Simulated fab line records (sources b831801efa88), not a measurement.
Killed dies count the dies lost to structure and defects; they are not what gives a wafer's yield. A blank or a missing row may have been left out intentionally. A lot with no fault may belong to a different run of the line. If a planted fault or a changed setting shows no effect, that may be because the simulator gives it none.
A lot that was struck, set against a sound lot + flow gf180mcu + 18 out of 602 route steps
Sound: the wafers L272.2, L272.3, L272.4. The struck wafers were L285.2, L285.5, L285.6. The cause comes at the end.
Per side, at each step with rows, come the tool, then ch with its chambers, and then its first start. Under that, the readings that differ: sound wafers + struck wafers + difference of the means + sigmas: that difference in standard deviations of wafers without a fault.
alike: a reading whose means differ by less than 2 such deviations, as well as words and numbers matching on both sides. not compared: withheld readings; readings where some wafer has no value; bounds like >300 that might hide an equal value; numbers whose values overlap and for which the record gives no deviation.
A row with sigmas, a row that says differs or no value, or rows on one side alone: a step with any of these is where the two part. Numbers that don't overlap but have no deviation are shown without sigmas and don't part them. Lack of a reading on every wafer of one side parts them only where that side has two or more wafers.

first, 3 steps without rows for these wafers: GF_V1_EXPOSE_11 (exposes mask Via1, target cd 260 nm); GF_V1_PEB_12 (peb time 90 s); GF_V1_DEVELOP_13 (develop time 60 s).
GF_V1_CD_MEAS_14 targets a cd of 260 nm.
  sound: cd-sem-01 at day 18 07:02; struck: cd-sem-02 at day 23 00:58
  alike: cd-nm
GF_V1_OVL_MEAS_15:
  sound: overlay-02 at day 18 07:09; struck: overlay-02 at day 23 01:04
  alike: V1_OVL
GF_V1_ETCH_16: etches BARC in N2/H2.
  sound on rie-diel-02 ch 1,2,3, day 18 07:11; struck on rie-diel-04 ch 0,3, day 23 01:05
  alike: drypump-motor-current-A, oes-product-au, rf-fwd-power-W, throttle-valve-pct
GF_V1_ETCH_17: etches SiO2 in C4F8/O2/Ar, stops on TiN, target depth 630 nm.
  sound: rie-diel-02 ch 1,2,3; struck: rie-diel-04 ch 0,3
  alike: oes-product-au, rf-fwd-power-W
GF_V1_STRIP_18: strips in O2/N2.
  sound on plasma-asher-04 ch 0,1, day 18 07:19; struck on plasma-asher-04 ch 0,1, day 23 01:13
  alike: drypump-motor-current-A, heater-power-w, oes-product-au
  not compared: rf-hours-counter-h
then, 2 steps without rows for these wafers: GF_V1_STRIP_19 (strips in post etch residue remover, time 1200 s); GF_V1_CLEAN_20 (cleans in DIW).
GF_V1_SPUTTER_21: material Ti, target thk 15 nm, time 77.94 s.
  sound: pvd-sputter-01 at day 18 07:52; struck: pvd-sputter-02 at day 23 01:45
  alike: throttle-valve-pct
GF_V1_SPUTTER_22: material TiN, target thk 10 nm, time 40 s.
  sound: pvd-sputter-01 at day 18 07:56; struck: pvd-sputter-02 at day 23 01:49
  alike: throttle-valve-pct
GF_V1_CVD_23: deposits W, target thk 350 nm, time 105.05 s.
  sound on cvd-w-02 ch 0,1, day 18 07:58; struck on cvd-w-01 ch 0,1, day 23 01:51
| reading                          | sound           | struck            | difference | sigmas |
|----------------------------------|-----------------|-------------------|------------|--------|
| model.W_of_V1_CVD_23.thk-nm (nm) | 352.1 348.2 348 | 469.3 466.2 468.3 | +118.5     |        |
  alike: heater-power-w
GF_V1_RS_MEAS_24: the measuring method here is four-point-probe.
  sound: film-metro-04 at day 18 08:06; struck: film-metro-04 at day 23 01:59
| reading          | sound             | struck            | difference | sigmas |
|------------------|-------------------|-------------------|------------|--------|
| V1_W_RS (ohm/sq) | 0.326 0.330 0.331 | 0.244 0.246 0.244 | -0.084     | -25    |
GF_V1_THK_MEAS_25: measures by xrf.
  sound: film-metro-04 at day 18 08:13; struck: film-metro-04 at day 23 02:06
| reading       | sound       | struck      | difference | sigmas |
|---------------|-------------|-------------|------------|--------|
| V1_W_THK (nm) | 370 364 366 | 497 491 500 | +129       | +25    |
GF_V1_CMP_26: polishes, stops on SiO2, t overpolish 15 s, target thk 0 nm.
  sound on cmp-02 ch 0,1,3, day 18 08:16; struck on cmp-02 ch 2,3, day 23 02:12
| reading                | sound          | struck            | difference | sigmas |
|------------------------|----------------|-------------------|------------|--------|
| time-to-endpoint-s (s) | 83.9 83.9 83.8 | 118.4 113.9 118.3 | +33.0      | +12    |
  alike: motor-current-A
then, 2 steps without rows for these wafers: GF_M2_SPUTTER_00 (material Ti, target thk 37.5 nm, time 150 s); GF_PASSIVATION_PROBE_99.

== WHERE THEY PART ==
Earliest at GF_V1_RS_MEAS_24; latest, in this record, at GF_V1_CMP_26.

WHY: what the simulator had put in
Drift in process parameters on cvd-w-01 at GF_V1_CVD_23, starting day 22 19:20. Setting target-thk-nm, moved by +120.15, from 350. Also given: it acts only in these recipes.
